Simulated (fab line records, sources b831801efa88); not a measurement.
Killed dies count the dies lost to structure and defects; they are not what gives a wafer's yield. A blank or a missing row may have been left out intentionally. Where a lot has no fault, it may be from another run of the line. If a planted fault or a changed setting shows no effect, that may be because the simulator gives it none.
fab line records	flow sky130
record: lots: 12	wafers: 36	lastDay: 50
route steps=708 shown CONTACT@431 METAL1@435 VIA1@458 PAD_OPEN@708
lots that met no fault: from a run of the same line without faults
startH: hours from the record's opening day to when the first of the lot's shown wafers began	waitH: hours from the lot's prior step to this one	" unchanged from the row above	L1.1+2: a single row standing in for several wafers	- either no value or no given start	* or withheld: withheld	< > ~ a bound
route shown NAME@n: a module of which the file shows steps, and the number in the route of the first	usual: average and standard deviation across the fault-free wafers	same: alike in all rows	chamber/n: place in a boat	sites: per-site readings	_std_site: standard deviation of those values	_edge_site: mean of outer sites minus mean of inner sites	radiusMm: for every site, how far away it sits from the centre of the wafer	mask NAME#n: copy n	behind: tool/chamber where the wafer was last shaped	hold: the reason the lot was held/the length of the hold in hours/how it ended	device: which transistor (n, p or np) failed to switch	end of line: the route-end tests of the same wafers	where a step has no rows: the recipe by itself	killed: dies lost to structure and defects at the first sort, not the wafer's yield	map: a wafer's dies, marking killed ones x, the rest . and places with no die _
set.NAME: setting as actually run; set.NAME@STEP: the setting as run at that earlier step	model.NAME: the simulator's own value behind a step, which no gauge read
a sample of lots followed through the steps of the route, with each step as a table and each wafer as a row
services: a tool's chamber out of use, with start hour (startH, from the record's first day; less than 0 if before it), hours out, and reason
== steps ==
step: SKY_CONTACT_RS_MEAS_25
recipe: thkMeasGauge: four-point-probe	reads: W_of_CONTACT_CVD_24+TiN_of_CONTACT_SPUTTER_23
usual: CONTACT_W_RS: 0.340/0.005
lot.wafer	tool	chamber	startH	waitH	CONTACT_W_RS[ohm/sq]
L760.2	filmMetro-02	-	731.18	0.1	0.337
L760.3	"	-	"	"	0.338
L760.4	"	-	"	"	0.346
L761.1	filmMetro-04	-	752.23	0.1	0.339
L761.5	"	-	"	"	0.343
L761.6	"	-	"	"	0.340
L762.2	filmMetro-02	-	763.24	0.1	0.334
L762.3	"	-	"	"	0.344
L762.5	"	-	"	"	0.343
L763.1	filmMetro-03	-	768.81	0.1	0.341
L763.4	"	-	"	"	0.339
L763.5	"	-	"	"	0.341
L764.1	filmMetro-02	-	772.47	0.2	0.330
L764.4	"	-	"	"	0.332
L764.6	"	-	"	"	0.330
L769.3	filmMetro-04	-	815.61	0.1	0.347
L769.4	"	-	"	"	0.340
L769.6	"	-	"	"	0.349
L770.3	filmMetro-04	-	825.81	0.1	0.341
L770.5	"	-	"	"	0.338
L770.6	"	-	"	"	0.333
L772.1	filmMetro-04	-	835.52	0.1	0.346
L772.2	"	-	"	"	0.346
L772.5	"	-	"	"	0.349
L775.4	filmMetro-02	-	865.93	0.1	0.341
L775.5	"	-	"	"	0.342
L775.6	"	-	"	"	0.337
L777.3	filmMetro-02	-	869.02	0.1	0.344
L777.4	"	-	"	"	0.339
L777.6	"	-	"	"	0.341
L779.1	filmMetro-04	-	888.02	0.1	0.340
L779.2	"	-	"	"	0.337
L779.6	"	-	"	"	0.342
L783.2	filmMetro-02	-	910.93	0.1	0.347
L783.4	"	-	"	"	0.345
L783.5	"	-	"	"	0.334
step: SKY_METAL1_SPUTTER_01
recipe: material: TiN	targetThkNm: 20	powerW: 6500	timeS: 16.7	chamberPressurePa: 0.387
usual: throttleValvePct: 30.3/1.2
lot.wafer	tool	chamber	startH	waitH	throttleValvePct
L760.2	pvdSputter-03	-	731.66	0.0	32.2
L760.3	"	-	"	"	29.7
L760.4	"	-	"	"	30.4
L761.1	pvdSputter-01	-	752.73	0.0	30.1
L761.5	"	-	"	"	29.9
L761.6	"	-	"	"	30.2
L762.2	pvdSputter-03	-	763.72	0.0	30.2
L762.3	"	-	"	"	32.2
L762.5	"	-	"	"	30.4
L763.1	pvdSputter-03	-	769.31	0.0	30.5
L763.4	"	-	"	"	29.4
L763.5	"	-	"	"	29.5
L764.1	pvdSputter-03	-	772.97	0.0	30.4
L764.4	"	-	"	"	29.5
L764.6	"	-	"	"	29.6
L769.3	pvdSputter-04	-	816.07	0.0	27.9
L769.4	"	-	"	"	31.0
L769.6	"	-	"	"	28.5
L770.3	pvdSputter-03	-	826.27	0.0	29.7
L770.5	"	-	"	"	30.4
L770.6	"	-	"	"	32.2
L772.1	pvdSputter-04	-	836.07	0.0	28.3
L772.2	"	-	"	"	27.9
L772.5	"	-	"	"	31.0
L775.4	pvdSputter-01	-	866.37	0.0	31.6
L775.5	"	-	"	"	30.4
L775.6	"	-	"	"	30.3
L777.3	pvdSputter-03	-	869.48	0.0	30.6
L777.4	"	-	"	"	32.4
L777.6	"	-	"	"	29.9
L779.1	pvdSputter-03	-	888.52	0.0	29.7
L779.2	"	-	"	"	30.5
L779.6	"	-	"	"	30.2
L783.2	pvdSputter-01	-	911.41	0.0	29.9
L783.4	"	-	"	"	30.4
L783.5	"	-	"	"	30.4
step: SKY_VIA1_HDPCVD_00
recipe: material: SiO2	targetThkNm: 1030	sigmaOpenFrac: 0.3	timeS: 171.7	tempC: 400	sih4FlowSccm: 60	pressureMtorr: 6
usual: pressureMtorr: 6.001/0.013	sih4FlowSccm: 59.97/0.2
lot.wafer	tool	chamber	startH	waitH	pressureMtorr	sih4FlowSccm
L760.2	hdpcvd-02	1	760.30	0.0	5.970	60.10
L760.3	"	2	"	"	5.988	60.08
L760.4	"	0	"	"	5.997	59.64
L761.1	hdpcvd-02	2	781.41	0.0	5.990	60.01
L761.5	"	2	"	"	5.994	60.32
L761.6	"	1	"	"	6.003	59.83
L762.2	hdpcvd-01	0	791.89	0.0	5.989	59.87
L762.3	"	1	"	"	6.011	60.32
L762.5	"	2	"	"	6.016	59.95
L763.1	hdpcvd-02	0	796.47	0.0	5.985	60.08
L763.4	"	0	"	"	5.960	59.90
L763.5	"	2	"	"	5.999	59.77
L764.1	hdpcvd-02	2	800.98	0.0	5.998	59.61
L764.4	"	1	"	"	6.004	59.96
L764.6	"	0	"	"	6.003	60.19
L769.3	hdpcvd-02	2	843.68	0.0	6.005	60.18
L769.4	"	1	"	"	6.009	59.88
L769.6	"	2	"	"	5.998	59.97
L770.3	hdpcvd-02	1	853.26	0.0	6.017	50.71
L770.5	"	2	"	"	6.014	51.29
L770.6	"	1	"	"	6.003	50.81
L772.1	hdpcvd-02	2	862.61	0.0	6.001	50.97
L772.2	"	0	"	"	6.007	50.94
L772.5	"	0	"	"	5.996	50.99
L775.4	hdpcvd-01	1	893.16	0.1	6.000	60.26
L775.5	"	2	"	"	6.028	59.91
L775.6	"	0	"	"	6.003	59.90
L777.3	hdpcvd-01	0	895.99	0.0	6.024	60.13
L777.4	"	2	"	"	6.001	59.90
L777.6	"	0	"	"	6.011	60.20
L779.1	hdpcvd-01	2	914.76	0.0	6.008	59.72
L779.2	"	1	"	"	5.972	59.88
L779.6	"	1	"	"	5.969	59.87
L783.2	hdpcvd-02	1	937.09	0.0	5.996	59.79
L783.4	"	2	"	"	6.013	60.00
L783.5	"	1	"	"	6.018	59.89
step: SKY_VIA1_THK_MEAS_01
recipe: reads: SiO2_of_VIA1_HDPCVD_00
usual: VIA1_HDPCVD_THK: 1030/12
lot.wafer	tool	chamber	startH	waitH	VIA1_HDPCVD_THK[nm]
L760.2	filmMetro-03	-	760.42	0.1	1017
L760.3	"	-	"	"	1030
L760.4	"	-	"	"	1032
L761.1	filmMetro-04	-	781.58	0.1	1035
L761.5	"	-	"	"	1029
L761.6	"	-	"	"	1025
L762.2	filmMetro-04	-	792.01	0.1	1014
L762.3	"	-	"	"	1043
L762.5	"	-	"	"	1032
L763.1	filmMetro-01	-	796.58	0.1	1040
L763.4	"	-	"	"	1051
L763.5	"	-	"	"	1032
L764.1	filmMetro-03	-	801.09	0.1	1021
L764.4	"	-	"	"	1027
L764.6	"	-	"	"	1031
L769.3	filmMetro-01	-	843.81	0.1	1026
L769.4	"	-	"	"	1023
L769.6	"	-	"	"	1022
L770.3	filmMetro-01	-	853.40	0.1	872
L770.5	"	-	"	"	865
L770.6	"	-	"	"	862
L772.1	filmMetro-03	-	862.72	0.1	885
L772.2	"	-	"	"	890
L772.5	"	-	"	"	880
L775.4	filmMetro-04	-	893.24	0.0	1034
L775.5	"	-	"	"	1026
L775.6	"	-	"	"	1000
L777.3	filmMetro-04	-	896.12	0.1	1020
L777.4	"	-	"	"	1034
L777.6	"	-	"	"	1013
L779.1	filmMetro-04	-	914.87	0.1	1032
L779.2	"	-	"	"	1043
L779.6	"	-	"	"	1048
L783.2	filmMetro-03	-	937.21	0.1	1041
L783.4	"	-	"	"	1047
L783.5	"	-	"	"	1034
step: SKY_VIA1_OVL_MEAS_13
usual: VIA1_OVL: 2/5
lot.wafer	tool	chamber	startH	waitH	VIA1_OVL[nm]
L760.2	overlay-01	-	787.89	0.1	-3
L760.3	"	-	"	"	2
L760.4	"	-	"	"	-7
L761.1	overlay-01	-	807.74	0.1	4
L761.5	"	-	"	"	-1
L761.6	"	-	"	"	2
L762.2	overlay-02	-	818.35	0.1	7
L762.3	"	-	"	"	2
L762.5	"	-	"	"	6
L763.1	overlay-01	-	823.18	0.1	-3
L763.4	"	-	"	"	5
L763.5	"	-	"	"	2
L764.1	overlay-01	-	827.44	0.1	5
L764.4	"	-	"	"	2
L764.6	"	-	"	"	0
L769.3	overlay-01	-	870.21	0.1	8
L769.4	"	-	"	"	17
L769.6	"	-	"	"	4
L770.3	overlay-01	-	879.55	0.1	-1
L770.5	"	-	"	"	4
L770.6	"	-	"	"	-4
L772.1	overlay-02	-	888.59	0.1	-2
L772.2	"	-	"	"	10
L772.5	"	-	"	"	7
L775.4	overlay-02	-	918.61	0.1	3
L775.5	"	-	"	"	-3
L775.6	"	-	"	"	5
L777.3	overlay-02	-	921.15	0.1	0
L777.4	"	-	"	"	-3
L777.6	"	-	"	"	-2
L779.1	overlay-01	-	939.99	0.1	3
L779.2	"	-	"	"	4
L779.6	"	-	"	"	-1
L783.2	overlay-01	-	962.24	0.1	2
L783.4	"	-	"	"	7
L783.5	"	-	"	"	-4
step: SKY_PAD_OPEN_PROBE_99
usual: defectLimitedYield: 82.7/1.8	killed_at_M0_to_M3: 42/7.5	killed_at_M4_up: 3.2/1.7	killedAtContacts: 24/5.1	killedAtFrontEnd: 15/4.1	killedAtOther: 0.3/0.58	killedDies: 85/8.9	killedOpen: 46/6.4	killedShort: 39/6	sort_bin_3_pad_short: 0.9/0.4	sort_bin_5_function: 10.1/1.6	sort_bin_6_memory: 6.3/1	sort_bin_8_speed: 0.00/0.024	sortNPass: 407/9	sortYieldPct: 82.7/1.8
same: grossDies: 492	killedAtBackSide: 0	sort_bin_4_leakage[%]: 0
lot.wafer	tool	chamber	startH	waitH	defectLimitedYield[%]	killed_at_M0_to_M3	killed_at_M4_up	killedAtContacts	killedAtFrontEnd	killedAtOther	killedDies	killedOpen	killedShort	sort_bin_3_pad_short[%]	sort_bin_5_function[%]	sort_bin_6_memory[%]	sort_bin_8_speed[%]	sortNPass	sortYieldPct[%]
L760.2	prober-01	-	1071.13	0.1	85.8	36	2	20	11	1	70	41	28	1.2	6.9	6.1	0	422	85.8
L760.3	prober-01	-	1071.18	0.2	82.7	41	1	27	15	1	85	45	40	0.6	11.2	5.5	0	407	82.7
L760.4	prober-01	-	1071.23	0.2	85.8	29	2	18	21	0	70	38	32	0.2	8.7	5.3	0	422	85.8
L761.1	prober-02	-	1086.59	0.1	80.7	49	3	28	15	0	95	47	47	1.8	10.8	6.7	0	397	80.7
L761.5	prober-02	-	1086.79	0.2	84.1	43	4	23	8	0	78	41	37	1.2	8.1	6.5	0	414	84.1
L761.6	prober-02	-	1086.84	0.2	83.1	40	5	24	13	1	83	39	44	0.8	9.8	6.3	0	409	83.1
L762.2	prober-01	-	1094.40	0.1	81.1	49	1	21	22	0	93	38	55	1.6	10.8	6.5	0	399	81.1
L762.3	prober-01	-	1094.45	0.2	80.1	45	3	23	26	1	98	54	44	1.0	12.0	6.9	0	394	80.1
L762.5	prober-01	-	1094.55	0.2	80.7	53	0	22	20	0	95	59	36	0.8	9.8	8.7	0	397	80.7
L763.1	prober-02	-	1098.37	0.1	78.7	53	3	30	19	0	105	62	43	1.0	13.0	7.3	0	387	78.7
L763.4	prober-02	-	1098.52	0.2	82.7	36	4	26	18	1	85	49	36	0.8	10.0	6.5	0	407	82.7
L763.5	prober-02	-	1098.57	0.2	82.5	49	2	21	13	1	86	48	38	1.0	11.2	5.3	0	406	82.5
L764.1	prober-01	-	1103.49	0.1	83.9	42	3	22	12	0	79	42	37	1.0	8.1	6.9	0	413	83.9
L764.4	prober-01	-	1103.64	0.2	83.5	47	2	20	12	0	81	45	36	0.4	11.0	5.1	0	411	83.5
L764.6	prober-01	-	1103.74	0.2	82.1	35	4	28	20	1	88	40	48	1.8	11.0	5.1	0	404	82.1
L769.3	prober-02	-	1136.14	0.2	80.1	44	6	31	16	1	98	50	47	1.2	13.2	5.5	0	394	80.1
L769.4	prober-02	-	1136.19	0.2	81.9	35	4	30	20	0	89	51	38	2.0	9.8	6.3	0	403	81.9
L769.6	prober-02	-	1136.29	0.2	81.9	38	6	31	13	1	89	57	32	0.6	12.0	5.5	0	403	81.9
L770.3	prober-02	-	1142.54	0.2	84.1	28	2	26	22	0	78	43	35	1.0	7.7	7.1	0	414	84.1
L770.5	prober-02	-	1142.64	0.2	85.2	32	4	23	14	0	73	33	40	0.8	7.5	6.5	0	419	85.2
L770.6	prober-02	-	1142.69	0.2	85.0	33	4	24	13	0	74	36	38	0.6	9.1	5.3	0	418	85.0
L772.1	prober-01	-	1151.43	0.1	80.7	51	5	27	12	0	95	50	45	1.0	11.2	7.1	0	397	80.7
L772.2	prober-01	-	1151.48	0.1	83.5	48	3	18	11	1	81	45	34	0.8	10.0	5.7	0	411	83.5
L772.5	prober-01	-	1151.63	0.2	84.3	28	4	24	19	2	77	41	35	0.6	9.3	5.7	0	415	84.3
L775.4	prober-02	-	1172.00	0.2	82.5	46	1	22	17	0	86	53	33	0.6	12.8	4.1	0.20	405	82.3
L775.5	prober-02	-	1172.05	0.2	83.7	32	1	27	20	0	80	47	33	0.8	7.7	7.7	0	412	83.7
L775.6	prober-02	-	1172.10	0.2	82.9	33	5	28	18	0	84	46	38	1.0	9.6	6.5	0.20	407	82.7
L777.3	prober-01	-	1173.86	0.2	84.8	41	3	19	12	0	75	41	34	0.6	6.9	7.7	0	417	84.8
L777.4	prober-01	-	1173.91	0.2	85.0	41	2	19	12	0	74	46	28	0.4	9.3	5.3	0	418	85.0
L777.6	prober-01	-	1174.01	0.2	84.8	39	1	24	11	0	75	40	35	0.6	8.7	5.9	0	417	84.8
L779.1	prober-02	-	1183.53	0.1	82.3	42	1	28	16	0	87	47	40	0.8	9.6	7.3	0	405	82.3
L779.2	prober-02	-	1183.58	0.1	84.6	47	4	14	11	0	76	43	33	0.4	10.4	4.7	0	416	84.6
L779.6	prober-02	-	1183.78	0.2	83.5	39	2	33	7	0	81	50	31	1.2	7.7	7.5	0	411	83.5
L783.2	prober-02	-	1198.49	0.1	80.5	56	2	21	17	0	96	55	41	1.4	10.4	7.7	0	396	80.5
L783.4	prober-02	-	1198.59	0.2	84.8	44	3	17	10	1	75	42	33	0.6	9.3	5.3	0	417	84.8
L783.5	prober-02	-	1198.64	0.2	84.6	38	1	20	17	0	76	48	27	0.4	10.6	4.5	0	416	84.6
killed by level:class
L760.2 VIA1:geometricParticle:open=9 VIA2:geometricParticle:open=8 CONTACT:geometricParticle:open=7 METAL2:geometricParticle:short=6 LI_CONTACT:geometricParticle:open=5 VIA3:geometricParticle:short=5 FIELD_ISO:geometricParticle:open=4 POLY_GATE:geometricParticle:open=3
L760.3 VIA3:geometricParticle:open=8 VIA2:geometricParticle:open=8 CONTACT:geometricParticle:open=7 METAL1:geometricParticle:short=6 CONTACT:geometricParticle:short=6 VIA1:geometricParticle:open=6 LI_CONTACT:geometricParticle:short=5 LI_CONTACT:geometricParticle:open=5
L760.4 FIELD_ISO:geometricParticle:short=7 CONTACT:geometricParticle:open=7 FIELD_ISO:geometricParticle:open=6 METAL2:geometricParticle:short=6 LI_CONTACT:geometricParticle:open=5 VIA1:geometricParticle:open=5 POLY_GATE:geometricParticle:open=4 VIA1:geometricParticle:short=3
L761.1 VIA2:geometricParticle:open=12 VIA1:geometricParticle:open=9 CONTACT:geometricParticle:open=8 LI_CONTACT:geometricParticle:open=7 VIA1:geometricParticle:short=7 LOCAL_INTERCONNECT:geometricParticle:short=6 CONTACT:geometricParticle:short=6 METAL1:geometricParticle:short=6
L761.5 VIA2:geometricParticle:open=10 VIA1:geometricParticle:open=9 LOCAL_INTERCONNECT:geometricParticle:short=6 LI_CONTACT:geometricParticle:short=5 LI_CONTACT:geometricParticle:open=5 CONTACT:geometricParticle:open=5 METAL1:geometricParticle:short=5 METAL2:geometricParticle:short=5
L761.6 CONTACT:geometricParticle:open=9 METAL1:geometricParticle:short=7 VIA1:geometricParticle:open=7 VIA3:geometricParticle:open=6 FIELD_ISO:geometricParticle:short=5 METAL2:geometricParticle:short=5 METAL4:geometricParticle:short=5 LI_CONTACT:geometricParticle:open=4
L762.2 VIA1:geometricParticle:short=12 POLY_GATE:geometricParticle:short=11 METAL2:geometricParticle:short=11 CONTACT:geometricParticle:open=8 LI_CONTACT:geometricParticle:open=7 VIA3:geometricParticle:open=6 FIELD_ISO:geometricParticle:short=5 CONTACT:geometricParticle:short=5
L762.3 VIA1:geometricParticle:open=13 LI_CONTACT:geometricParticle:open=8 FIELD_ISO:geometricParticle:short=7 VIA2:geometricParticle:open=7 CONTACT:geometricParticle:open=6 FIELD_ISO:geometricParticle:open=5 POLY_GATE:geometricParticle:open=5 CONTACT:geometricParticle:short=5
L762.5 VIA1:geometricParticle:open=14 CONTACT:geometricParticle:open=13 FIELD_ISO:geometricParticle:open=10 LI_CONTACT:geometricParticle:open=9 METAL2:geometricParticle:short=8 VIA3:geometricParticle:open=8 VIA1:geometricParticle:short=7 METAL1:geometricParticle:short=6
L763.1 VIA1:geometricParticle:open=14 LI_CONTACT:geometricParticle:open=11 CONTACT:geometricParticle:open=8 METAL1:geometricParticle:short=7 VIA1:geometricParticle:short=7 VIA2:geometricParticle:open=7 CONTACT:geometricParticle:short=5 METAL2:geometricParticle:short=5
L763.4 VIA1:geometricParticle:open=10 CONTACT:geometricParticle:open=8 FIELD_ISO:geometricParticle:open=6 POLY_GATE:geometricParticle:open=5 LI_CONTACT:geometricParticle:open=5 LOCAL_INTERCONNECT:geometricParticle:short=4 CONTACT:geometricParticle:short=4 METAL2:geometricParticle:short=4
L763.5 CONTACT:geometricParticle:open=9 VIA1:geometricParticle:open=9 METAL2:geometricParticle:short=8 VIA2:geometricParticle:open=8 VIA1:geometricParticle:short=6 LI_CONTACT:geometricParticle:open=5 POLY_GATE:geometricParticle:short=4 POLY_GATE:geometricParticle:open=4
L764.1 VIA1:geometricParticle:open=9 CONTACT:geometricParticle:open=8 METAL2:geometricParticle:short=8 VIA1:geometricParticle:short=6 LI_CONTACT:geometricParticle:open=5 VIA3:geometricParticle:open=5 FIELD_ISO:geometricParticle:open=4 LI_CONTACT:geometricParticle:short=4
L764.4 CONTACT:geometricParticle:open=11 VIA3:geometricParticle:open=8 VIA1:geometricParticle:open=8 VIA1:geometricParticle:short=6 CONTACT:geometricParticle:short=5 METAL1:geometricParticle:open=5 VIA2:geometricParticle:open=5 FIELD_ISO:geometricParticle:short=4
L764.6 CONTACT:geometricParticle:short=8 CONTACT:geometricParticle:open=8 METAL2:geometricParticle:short=7 VIA1:geometricParticle:open=6 LI_CONTACT:geometricParticle:open=5 METAL1:geometricParticle:short=5 FIELD_ISO:geometricParticle:short=4 POLY_GATE:geometricParticle:open=4
L769.3 CONTACT:geometricParticle:open=10 VIA3:geometricParticle:open=10 LI_CONTACT:geometricParticle:open=6 CONTACT:geometricParticle:short=6 VIA1:geometricParticle:open=6 METAL2:geometricParticle:short=6 METAL4:geometricParticle:short=5 LI_CONTACT:geometricParticle:short=5
L769.4 CONTACT:geometricParticle:open=14 VIA1:geometricParticle:open=9 LI_CONTACT:geometricParticle:open=8 VIA2:geometricParticle:open=6 FIELD_ISO:geometricParticle:short=5 POLY_GATE:geometricParticle:short=5 CONTACT:geometricParticle:short=4 METAL4:geometricParticle:short=4
L769.6 CONTACT:geometricParticle:open=12 VIA1:geometricParticle:open=10 LI_CONTACT:geometricParticle:open=9 METAL2:geometricParticle:short=8 VIA2:geometricParticle:open=7 FIELD_ISO:geometricParticle:open=4 CONTACT:geometricParticle:short=4 METAL1:geometricParticle:short=4
L770.3 CONTACT:geometricParticle:open=11 POLY_GATE:geometricParticle:open=7 LI_CONTACT:geometricParticle:open=6 VIA1:geometricParticle:short=6 FIELD_ISO:geometricParticle:short=5 POLY_GATE:geometricParticle:short=5 VIA1:geometricParticle:open=5 VIA2:geometricParticle:open=5
L770.5 METAL1:geometricParticle:short=7 POLY_GATE:geometricParticle:open=6 CONTACT:geometricParticle:open=6 VIA2:geometricParticle:open=6 LI_CONTACT:geometricParticle:open=5 CONTACT:geometricParticle:short=5 VIA1:geometricParticle:open=5 POLY_GATE:geometricParticle:short=4
L770.6 LI_CONTACT:geometricParticle:open=10 METAL2:geometricParticle:short=6 CONTACT:geometricParticle:open=6 METAL1:geometricParticle:short=6 POLY_GATE:geometricParticle:short=5 VIA1:geometricParticle:open=5 POLY_GATE:geometricParticle:open=4 VIA2:geometricParticle:open=4
L772.1 LI_CONTACT:geometricParticle:open=10 VIA2:geometricParticle:open=10 VIA1:geometricParticle:open=9 METAL1:geometricParticle:short=8 CONTACT:geometricParticle:open=6 VIA3:geometricParticle:short=5 LOCAL_INTERCONNECT:geometricParticle:short=4 CONTACT:geometricParticle:short=4
L772.2 VIA3:geometricParticle:open=9 VIA1:geometricParticle:short=8 VIA1:geometricParticle:open=8 CONTACT:geometricParticle:short=7 METAL2:geometricParticle:short=6 CONTACT:geometricParticle:open=6 VIA2:geometricParticle:open=6 METAL1:geometricParticle:open=4
L772.5 LI_CONTACT:geometricParticle:open=7 VIA1:geometricParticle:open=7 POLY_GATE:geometricParticle:short=6 CONTACT:geometricParticle:open=6 VIA3:geometricParticle:open=5 FIELD_ISO:geometricParticle:open=4 METAL1:geometricParticle:short=4 VIA2:geometricParticle:open=4
L775.4 CONTACT:geometricParticle:open=11 VIA1:geometricParticle:open=10 POLY_GATE:geometricParticle:open=9 VIA1:geometricParticle:short=9 VIA3:geometricParticle:open=9 LI_CONTACT:geometricParticle:open=6 METAL2:geometricParticle:short=5 CONTACT:geometricParticle:short=4
L775.5 CONTACT:geometricParticle:open=11 LI_CONTACT:geometricParticle:open=7 VIA1:geometricParticle:open=7 POLY_GATE:geometricParticle:open=6 VIA2:geometricParticle:open=6 FIELD_ISO:geometricParticle:short=4 POLY_GATE:geometricParticle:short=4 CONTACT:geometricParticle:short=4
L775.6 CONTACT:geometricParticle:open=10 POLY_GATE:geometricParticle:open=9 VIA1:geometricParticle:open=9 LI_CONTACT:geometricParticle:open=6 LOCAL_INTERCONNECT:geometricParticle:short=5 CONTACT:geometricParticle:short=5 METAL1:geometricParticle:short=5 FIELD_ISO:geometricParticle:short=4
L777.3 CONTACT:geometricParticle:open=9 VIA1:geometricParticle:open=8 VIA2:geometricParticle:open=7 LI_CONTACT:geometricParticle:open=5 VIA3:geometricParticle:short=5 VIA3:geometricParticle:open=4 METAL2:geometricParticle:short=4 VIA2:geometricParticle:short=4
L777.4 CONTACT:geometricParticle:open=9 VIA1:geometricParticle:open=8 VIA3:geometricParticle:open=7 VIA1:geometricParticle:short=6 LI_CONTACT:geometricParticle:open=5 METAL2:geometricParticle:short=4 VIA2:geometricParticle:open=4 POLY_GATE:geometricParticle:open=3
L777.6 CONTACT:geometricParticle:open=11 VIA1:geometricParticle:open=9 METAL1:geometricParticle:short=7 VIA1:geometricParticle:short=7 LOCAL_INTERCONNECT:geometricParticle:short=5 POLY_GATE:geometricParticle:short=4 LI_CONTACT:geometricParticle:open=4 VIA2:geometricParticle:open=4
L779.1 LI_CONTACT:geometricParticle:open=9 CONTACT:geometricParticle:open=9 VIA1:geometricParticle:open=9 METAL1:geometricParticle:short=7 FIELD_ISO:geometricParticle:short=6 POLY_GATE:geometricParticle:open=6 VIA1:geometricParticle:short=6 LOCAL_INTERCONNECT:geometricParticle:short=5
L779.2 VIA1:geometricParticle:open=13 VIA3:geometricParticle:open=9 CONTACT:geometricParticle:open=7 POLY_GATE:geometricParticle:short=6 VIA2:geometricParticle:open=6 VIA1:geometricParticle:short=5 METAL2:geometricParticle:short=4 FIELD_ISO:geometricParticle:short=3
L779.6 CONTACT:geometricParticle:open=13 VIA1:geometricParticle:open=12 VIA2:geometricParticle:open=7 LI_CONTACT:geometricParticle:open=6 CONTACT:geometricParticle:short=6 VIA1:geometricParticle:short=6 LOCAL_INTERCONNECT:geometricParticle:short=5 METAL1:geometricParticle:short=4
L783.2 VIA1:geometricParticle:open=12 CONTACT:geometricParticle:open=11 VIA2:geometricParticle:open=9 FIELD_ISO:geometricParticle:open=6 VIA2:geometricParticle:short=6 VIA3:geometricParticle:open=6 METAL1:geometricParticle:short=6 VIA1:geometricParticle:short=6
L783.4 VIA1:geometricParticle:open=8 CONTACT:geometricParticle:open=7 VIA2:geometricParticle:open=7 VIA1:geometricParticle:short=6 VIA3:geometricParticle:open=6 LI_CONTACT:geometricParticle:open=5 METAL1:geometricParticle:short=4 VIA2:geometricParticle:short=4
L783.5 VIA1:geometricParticle:open=12 CONTACT:geometricParticle:open=8 LI_CONTACT:geometricParticle:open=6 FIELD_ISO:geometricParticle:open=5 VIA1:geometricParticle:short=5 FIELD_ISO:geometricParticle:short=4 VIA3:geometricParticle:open=4 CONTACT:geometricParticle:short=4
== services ==
tool	chamber	startH	hours	kind
pvdSputter-03	-	733.10	0.9	repair
hdpcvd-02	-	736.49	2.8	pm
hdpcvd-02	0	777.11	10.1	repair
hdpcvd-01	-	790.34	0.9	repair
pvdSputter-03	2	824.69	-	consumableReplace:kit
pvdSputter-03	2	824.69	18.0	scheduledDown
pvdSputter-03	2	824.69	18.0	ventCycle
pvdSputter-04	0	832.38	-	consumableReplace:kit
pvdSputter-04	0	832.38	18.0	scheduledDown
pvdSputter-04	0	832.38	18.0	ventCycle
hdpcvd-01	2	843.65	6.4	repair
hdpcvd-01	1	856.11	5.4	repair
pvdSputter-03	-	878.37	5.4	repair
pvdSputter-01	0	879.78	-	consumableReplace:kit
pvdSputter-01	0	879.78	18.0	scheduledDown
pvdSputter-01	0	879.78	18.0	ventCycle
pvdSputter-01	-	879.90	1.4	repair
hdpcvd-01	0	930.12	4.1	repair
hdpcvd-02	-	930.60	0.7	repair
== key ==
firstSign: step: SKY_VIA1_HDPCVD_00	reading: sih4FlowSccm	direction: down	sigmas: 46	usual: 59.97	struck: 50.95
effect: step: SKY_VIA1_THK_MEAS_01	reading: VIA1_HDPCVD_THK	direction: down	sigmas: 13	usual: 1030	struck: 876
metAt SKY_VIA1_HDPCVD_00
struckLots L770,L772
notActingAt SKY_CONTACT_RS_MEAS_25,SKY_METAL1_SPUTTER_01,SKY_VIA1_OVL_MEAS_13
onsetBetween 843.68 853.26
fault: kind: processParameterDrift	tool: hdpcvd-02	chamber: -	onsetH: 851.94	steps: SKY_VIA1_HDPCVD_00	channel: sih4FlowSccm	offset: -9	shape: step	endH: 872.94	actsIn: theseRecipesOnly	stated: 60
